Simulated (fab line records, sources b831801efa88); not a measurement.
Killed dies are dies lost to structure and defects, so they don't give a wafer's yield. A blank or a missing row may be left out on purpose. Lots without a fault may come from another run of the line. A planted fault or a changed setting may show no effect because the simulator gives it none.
One fault seen from 2 desks | flow gf180mcu | each desk has only its own numbers; what lay behind them comes last

THE TOOL OWNER'S DESK: pvd_sputter-01
The tool's own readings at GF_M3_SPUTTER_02 (material AlCu, target thk 450 nm, time 23.9 s): means of the sampled wafers that have a number, for each lot that ran on this tool. A lot is out of limits, marked OUT, if its mean lies more than 4 standard deviations from the usual mean; the brackets give that distance.
Columns: A = cathode_dc_power_W at GF_M3_SPUTTER_02, usual 10600 W; B = throttle_valve_pct at GF_M3_SPUTTER_02, usual 29.5 %
lot  | first seen here | A                      | B
L584 | day 21 15:11    | 10599                  | 30.2
L589 | day 23 11:25    | 9545 (-99 or more) OUT | 30.7
L590 | day 23 19:55    | 9549 (-99 or more) OUT | 29.8
L591 | day 24 02:16    | 9546 (-99 or more) OUT | 29.7
L603 | day 27 16:50    | 10599                  | 29.9
This desk's finding: out of limits on L589, L590, L591; first on L589, day 23 11:25 (cathode_dc_power_W at GF_M3_SPUTTER_02). In limits: L584, L603.

THE METROLOGY DESK
What the gauges read, lot by lot, whatever tool the lot ran on: means of the sampled wafers that have a number. A lot is out of limits, marked OUT, if its mean lies more than 4 standard deviations from the usual mean; the brackets give that distance.
Columns: A = M3_ALCU_RS at GF_M3_RS_MEAS_05, usual 0.0695 ohm/sq; B = M3_ALCU_THK at GF_M3_THK_MEAS_06, usual 447 nm; C = M3_OVL at GF_M3_OVL_MEAS_15, usual -4 nm
lot  | first seen here | A                | B              | C
L584 | day 21 15:16    | 0.0705           | 442            | 0
L589 | day 23 11:32    | 0.0777 (+11) OUT | 400 (-8.3) OUT | -7
L590 | day 23 20:01    | 0.0780 (+12) OUT | 400 (-8.3) OUT | -1
L591 | day 24 02:23    | 0.0777 (+11) OUT | 403 (-7.7) OUT | -2
L594 | day 25 00:44    | 0.0695           | 445            | -2
L595 | day 25 09:43    | 0.0708           | 439            | -4
L597 | day 26 03:29    | 0.0693           | 452            | -10
L599 | day 26 17:19    | 0.0693           | 446            | 7
L600 | day 26 22:32    | 0.0690           | 446            | -8
L603 | day 27 16:55    | 0.0703           | 438            | -4
L604 | day 28 02:03    | 0.0702           | 441            | -7
This desk's finding: out of limits on L589, L590, L591; first on L589, day 23 11:32 (M3_ALCU_RS at GF_M3_RS_MEAS_05). In limits: L584, L594, L595, L597, L599, L600, L603, L604.

PUT TOGETHER
The tool owner's desk could have raised an alarm at day 23 11:25, on L589, L590, L591.
The metrology desk could have raised an alarm at day 23 11:32, on L589, L590, L591.
Of the lots named, all ran GF_M3_SPUTTER_02 on pvd_sputter-01.

WHAT THE SIMULATOR HAD PUT IN
Process parameter drift: pvd_sputter-01, from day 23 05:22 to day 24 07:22, at GF_M3_SPUTTER_02. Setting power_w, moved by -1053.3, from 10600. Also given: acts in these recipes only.
Lots struck among those shown: L589, L590, L591.
Hours from the fault's start to each desk's first reading out of limits: the tool owner's desk, 6; the metrology desk, 6.
